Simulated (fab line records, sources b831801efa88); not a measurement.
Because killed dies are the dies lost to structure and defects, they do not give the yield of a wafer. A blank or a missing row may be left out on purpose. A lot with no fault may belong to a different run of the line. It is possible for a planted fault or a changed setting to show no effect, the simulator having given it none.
What tool caused it?    flow sky130    11 lots with 33 wafers sampled at 2 steps, on a route of 708 steps

== WHAT EACH GAUGE READ, for each wafer ==
SKY_CONTACT_THK_MEAS_01.
lot   measured      on             CONTACT_CVD_00_THK (nm)
L262  day 30 17:17  film metro-03  74.4 74.8 76.0
L264  day 31 06:22  film metro-03  75.9 75.8 76.4
L265  day 31 12:44  film metro-01  75.7 76.5 77.8
L266  day 31 20:13  film metro-02  75.7 76.8 77.7
L268  day 32 23:27  film metro-03  75.7 75.8 76.6
L270  day 33 00:09  film metro-01  74.6 75.5 77.2
L269  day 33 01:20  film metro-01  72.3 73.6 74.3
L281  day 37 00:16  film metro-02  72.3 73.2 73.3
L282  day 37 01:07  film metro-01  73.5 74.3 74.9
L283  day 37 05:35  film metro-03  75.5 74.3 75.7
L284  day 37 07:34  film metro-01  74.0 75.5 74.8

== WHAT TOOL EACH LOT RAN ON (gives the tool, then ch and the chambers of the sampled wafers, and finally the start) ==
lot   SKY_LOCAL_INTERCONNECT_METAL_ETCH_14
L262  rie metal-02 ch 0,1, day 30 16:33
L264  rie metal-02 ch 1, day 31 05:37
L265  rie metal-02 ch 1, day 31 12:01
L266  rie metal-03 ch 0,1, day 31 19:30
L268  rie metal-04 ch 0,1, day 32 22:46
L270  rie metal-03 ch 0,1, day 32 23:28
L269  rie metal-02 ch 0,1, day 33 00:38
L281  rie metal-04 ch 0, day 36 23:28
L282  rie metal-02 ch 0,1, day 37 00:22
L283  rie metal-04 ch 0, day 37 04:49
L284  rie metal-03 ch 0,1, day 37 06:53
- SKY_LOCAL_INTERCONNECT_METAL_ETCH_14: etches TiN in Cl2/BCl3, stops on PSG, target depth 110 nm, time 31.4 s.

== THE ANSWER, worked out from the rows above alone ==
Rule: usual is defined by the lots themselves. Put in order of their means at a reading, lots are off if they are a third of the lots or fewer, leave a main group of 4 or more, and stand apart from it by a gap of 3 or more times the standard deviation of the main group's means; of several such gaps the widest counts. A main group whose means are all the same, to the digits that the tables above print for the reading, isn't used. A lot without any number at a reading at which 4 lots or more have one is off too. All remaining lots with rows at the step are treated as sound.
Nothing can be told from this: no lot is off at any reading shown.

== WHAT WAS PUT IN BY THE SIMULATOR ==
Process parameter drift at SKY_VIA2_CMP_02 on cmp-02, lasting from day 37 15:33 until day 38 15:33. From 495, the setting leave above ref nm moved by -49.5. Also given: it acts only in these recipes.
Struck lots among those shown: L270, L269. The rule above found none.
